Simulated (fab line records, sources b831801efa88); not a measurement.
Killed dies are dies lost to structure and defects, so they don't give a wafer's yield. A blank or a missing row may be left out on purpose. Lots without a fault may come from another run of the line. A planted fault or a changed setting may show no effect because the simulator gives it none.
Which tool did it? | flow sky130 | 14 lots, 42 wafers sampled, at 3 steps of a route of 708

WHAT THE GAUGES READ, wafer by wafer
SKY_VT_ADJUST_PCH_TW_MEAS_10. Usual: VT_ADJUST_PCH_TW 142.2, standard deviation 1.5.
lot  | measured     | on            | VT_ADJUST_PCH_TW  | flag
L332 | day 10 06:34 | film_metro-02 | 140.6 140.8 140.1 |
L334 | day 10 21:30 | film_metro-03 | 142.7 142.3 142.6 |
L336 | day 11 19:31 | film_metro-04 | 143.6 143.3 143.6 |
L339 | day 12 14:25 | film_metro-04 | 142.3 142.4 141.8 |
L340 | day 12 17:25 | film_metro-02 | 139.9 140.6 140.7 |
L341 | day 13 02:35 | film_metro-03 | 143.4 143.5 143.8 |
L342 | day 13 10:11 | film_metro-04 | 142.6 142.5 143.7 |
L343 | day 13 23:01 | film_metro-02 | 141.1 141.2 141.1 |
L344 | day 14 09:55 | film_metro-02 | 140.5 140.2 140.7 |
L345 | day 14 17:37 | film_metro-04 | 144.2 144.3 144.2 |
L348 | day 15 09:46 | film_metro-03 | 144.7 142.9 143.7 |
L349 | day 15 17:26 | film_metro-02 | 141.1 140.3 140.6 |
L350 | day 16 05:47 | film_metro-04 | 143.9 143.2 143.2 |
L351 | day 16 12:09 | film_metro-04 | 142.7 142.8 142.9 |

WHICH TOOL RAN EACH LOT (tool, then ch and the chambers of the sampled wafers, then the start)
lot  | SKY_FIELD_ISO_ETCH_17           | SKY_VT_ADJUST_HVTR_STRIP_10
L332 | rie_si-01 ch 0,1,3, day 2 05:31 | plasma_asher-02 ch 0,1, day 9 07:58
L334 | rie_si-02 ch 0,2, day 2 15:33   | plasma_asher-03 ch 0,1, day 9 22:28
L336 | rie_si-02 ch 1,2, day 3 02:17   | plasma_asher-02 ch 0,1, day 10 19:26
L339 | rie_si-01 ch 1,3, day 3 16:54   | plasma_asher-03 ch 0,1, day 11 16:05
L340 | rie_si-02 ch 0,2,3, day 3 21:52 | plasma_asher-03 ch 0,1, day 11 18:51
L341 | rie_si-02 ch 0,3, day 4 02:56   | plasma_asher-03 ch 0,1, day 12 02:17
L342 | rie_si-02 ch 0,1,3, day 4 09:11 | plasma_asher-03 ch 0,1, day 12 10:05
L343 | rie_si-01 ch 1,2,3, day 4 15:38 | plasma_asher-02 ch 0,1, day 12 22:23
L344 | rie_si-01 ch 0,2,3, day 4 20:05 | plasma_asher-04 ch 0,1, day 13 09:11
L345 | rie_si-01 ch 1,2,3, day 5 01:15 | plasma_asher-02 ch 0,1, day 13 15:26
L348 | rie_si-01 ch 0,1,2, day 5 17:49 | plasma_asher-04 ch 0,1, day 14 07:14
L349 | rie_si-02 ch 2,3, day 5 23:51   | plasma_asher-02 ch 0,1, day 14 13:46
L350 | rie_si-02 ch 1,2,3, day 6 04:59 | plasma_asher-02 ch 0,1, day 15 02:31
L351 | rie_si-01 ch 2,3, day 6 08:59   | plasma_asher-04 ch 0,1, day 15 07:40
- SKY_FIELD_ISO_ETCH_17: etches Si in HBr/Cl2/O2, target depth 342 nm, time 97.7 s.
- SKY_VT_ADJUST_HVTR_STRIP_10: strips in O2/N2.

WHAT THE TOOLS THEMSELVES READ (means of the sampled wafers that have a number; where no wafer has one, the mark that the record gives instead)
SKY_FIELD_ISO_ETCH_17. Usual: drypump_motor_current_A 5.8 A, standard deviation 0.45; oes_product_au 0.997 a.u., standard deviation 0.015; rf_fwd_power_W 596.4 W, standard deviation 2.1; throttle_valve_pct 25.659 %, standard deviation 0.013.
lot  | tool      | drypump_motor_current_A (A) | oes_product_au (a.u.) | rf_fwd_power_W (W) | throttle_valve_pct (%) | flag
L332 | rie_si-01 | 5.7                         | 0.997                 | 597.9              | 25.661                 |
L334 | rie_si-02 | 6.1                         | 1.004                 | 594.9              | 25.648                 |
L336 | rie_si-02 | 5.3                         | 1.011                 | 596.4              | 25.647                 |
L339 | rie_si-01 | 6.0                         | 0.984                 | 600.1              | 25.672                 |
L340 | rie_si-02 | 6.0                         | 1.011                 | 595.8              | 25.653                 |
L341 | rie_si-02 | 5.9                         | 1.005                 | 594.7              | 25.660                 |
L342 | rie_si-02 | 5.6                         | 1.005                 | 596.5              | 25.645                 |
L343 | rie_si-01 | 6.1                         | 0.986                 | 597.6              | 25.669                 |
L344 | rie_si-01 | 5.9                         | 0.983                 | 595.8              | 25.676                 |
L345 | rie_si-01 | 6.1                         | 0.991                 | 596.7              | 25.668                 |
L348 | rie_si-01 | 5.8                         | 1.002                 | 597.7              | 25.651                 |
L349 | rie_si-02 | 5.9                         | 1.006                 | 596.0              | 25.656                 |
L350 | rie_si-02 | 5.6                         | 1.001                 | 596.6              | 25.662                 |
L351 | rie_si-01 | 6.3                         | 0.979                 | 593.9              | 25.667                 |

SKY_VT_ADJUST_HVTR_STRIP_10. Usual: drypump_motor_current_A 5.98 A, standard deviation 0.26; oes_product_au 0.715 a.u., standard deviation 0.0044; strip_time_to_endpoint_s 14.17 s, standard deviation 0.035.
lot  | tool            | drypump_motor_current_A (A) | oes_product_au (a.u.) | strip_time_to_endpoint_s (s) | flag
L332 | plasma_asher-02 | 6.09                        | 0.717                 | 14.20                        |
L334 | plasma_asher-03 | 5.71                        | 0.719                 | 14.19                        |
L336 | plasma_asher-02 | 6.08                        | 0.720                 | 14.22                        |
L339 | plasma_asher-03 | 5.74                        | 0.712                 | 14.23                        |
L340 | plasma_asher-03 | 5.95                        | 0.714                 | 14.16                        |
L341 | plasma_asher-03 | 5.93                        | 0.716                 | 14.15                        |
L342 | plasma_asher-03 | 5.75                        | 0.716                 | 14.17                        |
L343 | plasma_asher-02 | 6.07                        | 0.718                 | 14.14                        |
L344 | plasma_asher-04 | 5.80                        | 0.714                 | 14.18                        |
L345 | plasma_asher-02 | 6.07                        | 0.716                 | 14.15                        |
L348 | plasma_asher-04 | 5.82                        | 0.712                 | 14.19                        |
L349 | plasma_asher-02 | 6.17                        | 0.713                 | 14.17                        |
L350 | plasma_asher-02 | 6.09                        | 0.715                 | 14.13                        |
L351 | plasma_asher-04 | 5.81                        | 0.717                 | 14.21                        |

THE ANSWER, worked out from the rows above alone
Rule: a lot is off if the mean of its wafers that have a number lies more than 3 standard deviations from the usual mean. A lot without any number at a reading at which 4 lots or more have one is off too. The other lots that the step has rows for count as sound. The gauges are gone through in route order, then the tools' own readings, and for those a lot's mean is taken as printed above. The first step at which some lot is off is used, and at that step the reading that is off furthest; a lot without a number counts as furthest.
No lot is off at any reading shown: from this, nothing can be told.

WHAT THE SIMULATOR HAD PUT IN
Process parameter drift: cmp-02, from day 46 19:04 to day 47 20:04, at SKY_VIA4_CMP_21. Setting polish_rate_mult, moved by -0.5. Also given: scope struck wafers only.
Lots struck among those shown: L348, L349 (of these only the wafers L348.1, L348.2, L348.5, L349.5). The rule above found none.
